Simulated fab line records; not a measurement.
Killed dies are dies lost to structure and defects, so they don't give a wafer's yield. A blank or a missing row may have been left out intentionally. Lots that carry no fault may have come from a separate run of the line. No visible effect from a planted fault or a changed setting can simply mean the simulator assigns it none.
Chamber matching -- flow gf180mcu -- GF_CONTACT_CMP_04 on cmp-02 has 4 sister chambers
The step polishes SiO2. 8 wafers are shown with their chamber, then 9 later ones without.

## WAFERS WITH THEIR CHAMBER
wafer,chamber,motorCurrentA (A),timeToEndpointS (s)
L971.2,2,12.1,106
L972.1,2,12.9,103
L973.1,3,13.0,101
L973.4,1,10.4,104
L973.6,0,13.1,99
L975.1,3,12.3,101
L975.2,0,13.5,99
L975.6,1,9.6,111

## WAFERS WITH NO CHAMBER GIVEN
wafer,motorCurrentA (A),timeToEndpointS (s)
L980.1,12.2,105
L980.3,13.4,99
L980.5,13.3,101
L983.2,13.0,103
L983.3,10.3,103
L983.4,13.1,87
L984.3,12.6,105
L984.4,12.4,93
L984.6,10.4,92

## CHAMBER TAKEN BY EACH
wafer,from the rows above,in truth
L980.1,can't be placed: 2 or 3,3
L980.3,can't be placed: 0 or 3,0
L980.5,can't be placed: 0 or 3 or 2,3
L983.2,can't be placed: 3 or 2 or 0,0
L983.3,1,1
L983.4,can't be placed: 0 or 3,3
L984.3,can't be placed: 2 or 3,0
L984.4,can't be placed: 0 or 3 or 2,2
L984.6,can't be placed: 3 or 1 or 2 or 0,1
1 of 9 placed correctly. These rows do not allow placing 8 (true chamber among the candidates in 7). Wrongly placed: 0.
How it was worked out, from the rows above alone: a wafer's distance from a chamber is the root of the sum, over the readings, of the square of ((its reading less the chamber's mean) divided by the reading's scatter). The wafer belongs to the nearest chamber; if the next one is less than 2 further off, it can't be placed. Each chamber's mean is taken over the wafers shown for it. The scatter is the square root of a quotient: the sum, over the shown wafers, of each reading's squared deviation from its chamber's mean, divided by wafers minus chambers.
